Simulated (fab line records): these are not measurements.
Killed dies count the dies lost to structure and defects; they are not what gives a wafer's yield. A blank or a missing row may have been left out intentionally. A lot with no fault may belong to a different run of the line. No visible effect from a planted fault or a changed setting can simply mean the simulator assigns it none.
Which tool did it? || flow sky130 || 37 wafers from 13 lots sampled at 4 of the route's 708 steps

== WHAT THE GAUGES READ, wafer by wafer ==
SKY_VT_ADJUST_LVTN_TW_MEAS_10. Usual: VT_ADJUST_LVTN_TW 242.2, standard deviation 1.3.
{"lot": "L515", "measured": "day 6 23:51", "on": "filmMetro-02", "VT_ADJUST_LVTN_TW": "239.5 240.0 239.9", "flag": ""}
{"lot": "L516", "measured": "day 7 10:26", "on": "filmMetro-04", "VT_ADJUST_LVTN_TW": "242.9 241.8 241.8", "flag": ""}
{"lot": "L517", "measured": "day 7 18:56", "on": "filmMetro-04", "VT_ADJUST_LVTN_TW": "240.4 240.7 241.9", "flag": ""}
{"lot": "L523", "measured": "day 9 06:54", "on": "filmMetro-01", "VT_ADJUST_LVTN_TW": "243.4 241.9", "flag": ""}
{"lot": "L524", "measured": "day 9 13:40", "on": "filmMetro-01", "VT_ADJUST_LVTN_TW": "243.1 243.1", "flag": ""}
{"lot": "L526", "measured": "day 10 05:11", "on": "filmMetro-04", "VT_ADJUST_LVTN_TW": "242.7 243.1 242.6", "flag": ""}
{"lot": "L531", "measured": "day 11 09:17", "on": "filmMetro-04", "VT_ADJUST_LVTN_TW": "243.1 244.2 243.1", "flag": ""}
{"lot": "L532", "measured": "day 11 18:14", "on": "filmMetro-04", "VT_ADJUST_LVTN_TW": "243.7 243.8 243.0", "flag": ""}
{"lot": "L534", "measured": "day 12 03:04", "on": "filmMetro-04", "VT_ADJUST_LVTN_TW": "240.5 242.5 242.9", "flag": ""}
{"lot": "L535", "measured": "day 12 11:53", "on": "filmMetro-02", "VT_ADJUST_LVTN_TW": "244.1 242.6 242.7", "flag": ""}
{"lot": "L536", "measured": "day 12 17:27", "on": "filmMetro-01", "VT_ADJUST_LVTN_TW": "244.8 244.9 244.6", "flag": ""}
{"lot": "L537", "measured": "day 12 23:05", "on": "filmMetro-02", "VT_ADJUST_LVTN_TW": "242.2 242.1 243.8", "flag": ""}
{"lot": "L538", "measured": "day 13 05:05", "on": "filmMetro-02", "VT_ADJUST_LVTN_TW": "244.1 245.1 243.9", "flag": ""}

SKY_SONOS_TUNNEL_TW_MEAS_12. Usual: SONOS_TUNNEL_TW 199.3, standard deviation 1.6.
{"lot": "L515", "measured": "day 11 15:50", "on": "filmMetro-01", "SONOS_TUNNEL_TW": "200.6 202.3 202.3", "flag": ""}
{"lot": "L516", "measured": "day 12 02:02", "on": "filmMetro-02", "SONOS_TUNNEL_TW": "198.0 198.5 195.8", "flag": ""}
{"lot": "L517", "measured": "day 12 13:22", "on": "filmMetro-01", "SONOS_TUNNEL_TW": "201.1 200.0 200.9", "flag": ""}
{"lot": "L523", "measured": "day 14 06:59", "on": "filmMetro-02", "SONOS_TUNNEL_TW": "30.1 29.9", "flag": "OFF"}
{"lot": "L524", "measured": "day 14 15:33", "on": "filmMetro-04", "SONOS_TUNNEL_TW": "199.5 30.3", "flag": "OFF"}
{"lot": "L526", "measured": "day 15 10:02", "on": "filmMetro-02", "SONOS_TUNNEL_TW": "197.0 30.0 29.8", "flag": "OFF"}
{"lot": "L531", "measured": "day 16 17:59", "on": "filmMetro-01", "SONOS_TUNNEL_TW": "200.8 200.1 200.2", "flag": ""}
{"lot": "L532", "measured": "day 17 06:15", "on": "filmMetro-04", "SONOS_TUNNEL_TW": "197.7 197.5 197.6", "flag": ""}
{"lot": "L534", "measured": "day 17 16:26", "on": "filmMetro-04", "SONOS_TUNNEL_TW": "197.1 197.0 197.6", "flag": ""}
{"lot": "L535", "measured": "day 18 03:00", "on": "filmMetro-04", "SONOS_TUNNEL_TW": "197.7 198.7 198.5", "flag": ""}
{"lot": "L536", "measured": "day 18 11:41", "on": "filmMetro-01", "SONOS_TUNNEL_TW": "200.8 200.4 202.1", "flag": ""}
{"lot": "L537", "measured": "day 18 15:55", "on": "filmMetro-01", "SONOS_TUNNEL_TW": "200.7 199.9 199.4", "flag": ""}
{"lot": "L538", "measured": "day 19 01:43", "on": "filmMetro-02", "SONOS_TUNNEL_TW": "198.3 197.1 197.0", "flag": ""}

== EACH LOT AND THE TOOL THAT RAN IT (in order: tool; ch and the chambers of the sampled wafers; start) ==
{"lot": "L515", "SKY_NWELL_RTA_28": "rtpAnneal-01 ch 0, day 5 08:40", "SKY_SONOS_TUNNEL_DEVELOP_06": "lithoTrack-02 ch 0, day 11 15:08"}
{"lot": "L516", "SKY_NWELL_RTA_28": "rtpAnneal-02 ch 0, day 5 17:47", "SKY_SONOS_TUNNEL_DEVELOP_06": "lithoTrack-01 ch 0, day 12 01:17"}
{"lot": "L517", "SKY_NWELL_RTA_28": "rtpAnneal-02 ch 0, day 6 02:27", "SKY_SONOS_TUNNEL_DEVELOP_06": "lithoTrack-03 ch 0, day 12 12:39"}
{"lot": "L523", "SKY_NWELL_RTA_28": "rtpAnneal-02 ch 0, day 7 11:19", "SKY_SONOS_TUNNEL_DEVELOP_06": "lithoTrack-02 ch 0, day 14 06:19"}
{"lot": "L524", "SKY_NWELL_RTA_28": "rtpAnneal-01 ch 0, day 7 17:45", "SKY_SONOS_TUNNEL_DEVELOP_06": "lithoTrack-02 ch 0, day 14 14:53"}
{"lot": "L526", "SKY_NWELL_RTA_28": "rtpAnneal-02 ch 0, day 8 08:29", "SKY_SONOS_TUNNEL_DEVELOP_06": "lithoTrack-02 ch 0, day 15 09:19"}
{"lot": "L531", "SKY_NWELL_RTA_28": "rtpAnneal-01 ch 0, day 9 09:52", "SKY_SONOS_TUNNEL_DEVELOP_06": "lithoTrack-01 ch 0, day 16 17:16"}
{"lot": "L532", "SKY_NWELL_RTA_28": "rtpAnneal-01 ch 0, day 9 19:17", "SKY_SONOS_TUNNEL_DEVELOP_06": "lithoTrack-01 ch 0, day 17 05:29"}
{"lot": "L534", "SKY_NWELL_RTA_28": "rtpAnneal-02 ch 0, day 10 04:23", "SKY_SONOS_TUNNEL_DEVELOP_06": "lithoTrack-01 ch 0, day 17 15:46"}
{"lot": "L535", "SKY_NWELL_RTA_28": "rtpAnneal-01 ch 0, day 10 12:32", "SKY_SONOS_TUNNEL_DEVELOP_06": "lithoTrack-02 ch 0, day 18 02:16"}
{"lot": "L536", "SKY_NWELL_RTA_28": "rtpAnneal-01 ch 0, day 10 18:01", "SKY_SONOS_TUNNEL_DEVELOP_06": "lithoTrack-02 ch 0, day 18 10:56"}
{"lot": "L537", "SKY_NWELL_RTA_28": "rtpAnneal-02 ch 0, day 10 22:17", "SKY_SONOS_TUNNEL_DEVELOP_06": "lithoTrack-03 ch 0, day 18 15:09"}
{"lot": "L538", "SKY_NWELL_RTA_28": "rtpAnneal-01 ch 0, day 11 04:23", "SKY_SONOS_TUNNEL_DEVELOP_06": "lithoTrack-01 ch 0, day 19 00:59"}
- SKY_NWELL_RTA_28: time 30 s.
- SKY_SONOS_TUNNEL_DEVELOP_06: develop time 60 s.

== AS READ BY THE TOOLS THEMSELVES (means over the sampled wafers that have a number; for cases with no such wafer, the mark the record gives instead) ==
SKY_NWELL_RTA_28. Usual: lampPowerPct 25.31 %, standard deviation 0.054; rampDownCPerS 90.001, standard deviation 0.015; wafer_temp_C_max 1054.9, standard deviation 0.86.
{"lot": "L515", "tool": "rtpAnneal-01", "lampPowerPct (%)": 25.28, "rampDownCPerS": 90.008, "wafer_temp_C_max": 1054.2, "flag": ""}
{"lot": "L516", "tool": "rtpAnneal-02", "lampPowerPct (%)": 25.30, "rampDownCPerS": 90.005, "wafer_temp_C_max": 1054.4, "flag": ""}
{"lot": "L517", "tool": "rtpAnneal-02", "lampPowerPct (%)": 25.34, "rampDownCPerS": 90.016, "wafer_temp_C_max": 1055.1, "flag": ""}
{"lot": "L523", "tool": "rtpAnneal-02", "lampPowerPct (%)": 25.27, "rampDownCPerS": 89.998, "wafer_temp_C_max": 1054.7, "flag": ""}
{"lot": "L524", "tool": "rtpAnneal-01", "lampPowerPct (%)": 25.40, "rampDownCPerS": 89.983, "wafer_temp_C_max": 1054.3, "flag": ""}
{"lot": "L526", "tool": "rtpAnneal-02", "lampPowerPct (%)": 25.33, "rampDownCPerS": 90.008, "wafer_temp_C_max": 1054.2, "flag": ""}
{"lot": "L531", "tool": "rtpAnneal-01", "lampPowerPct (%)": 25.32, "rampDownCPerS": 89.994, "wafer_temp_C_max": 1055.1, "flag": ""}
{"lot": "L532", "tool": "rtpAnneal-01", "lampPowerPct (%)": 25.35, "rampDownCPerS": 89.997, "wafer_temp_C_max": 1055.2, "flag": ""}
{"lot": "L534", "tool": "rtpAnneal-02", "lampPowerPct (%)": 25.31, "rampDownCPerS": 90.004, "wafer_temp_C_max": 1055.4, "flag": ""}
{"lot": "L535", "tool": "rtpAnneal-01", "lampPowerPct (%)": 25.26, "rampDownCPerS": 90.009, "wafer_temp_C_max": 1055.5, "flag": ""}
{"lot": "L536", "tool": "rtpAnneal-01", "lampPowerPct (%)": 25.32, "rampDownCPerS": 89.987, "wafer_temp_C_max": 1054.0, "flag": ""}
{"lot": "L537", "tool": "rtpAnneal-02", "lampPowerPct (%)": 25.29, "rampDownCPerS": 90.012, "wafer_temp_C_max": 1054.7, "flag": ""}
{"lot": "L538", "tool": "rtpAnneal-01", "lampPowerPct (%)": 25.37, "rampDownCPerS": 90.006, "wafer_temp_C_max": 1056.1, "flag": ""}

== THE ANSWER, worked out from the rows above alone ==
Rule: a lot counts as off when the mean over its wafers that have a number is more than 3 standard deviations away from the usual mean. A lot without any number at a reading at which 4 lots or more have one is off too. Any other lot the step has rows for is counted as sound. After the gauges, taken in route order, come the tools' own readings; for these a lot's mean is taken, as printed above. The first step at which some lot is off is used, and at that step the reading that is off furthest; a lot without a number counts as furthest.
Off: at SKY_SONOS_TUNNEL_TW_MEAS_12 (SONOS_TUNNEL_TW), L523, L524, L526.
If a tool, at a process step before that reading, ran all the lots that are off and no sound lot after the first of them, it fits. The gauges at SKY_SONOS_TUNNEL_TW_MEAS_12 are tried like those tools. None of those tried fits.

== WHAT THE SIMULATOR PUT IN ==
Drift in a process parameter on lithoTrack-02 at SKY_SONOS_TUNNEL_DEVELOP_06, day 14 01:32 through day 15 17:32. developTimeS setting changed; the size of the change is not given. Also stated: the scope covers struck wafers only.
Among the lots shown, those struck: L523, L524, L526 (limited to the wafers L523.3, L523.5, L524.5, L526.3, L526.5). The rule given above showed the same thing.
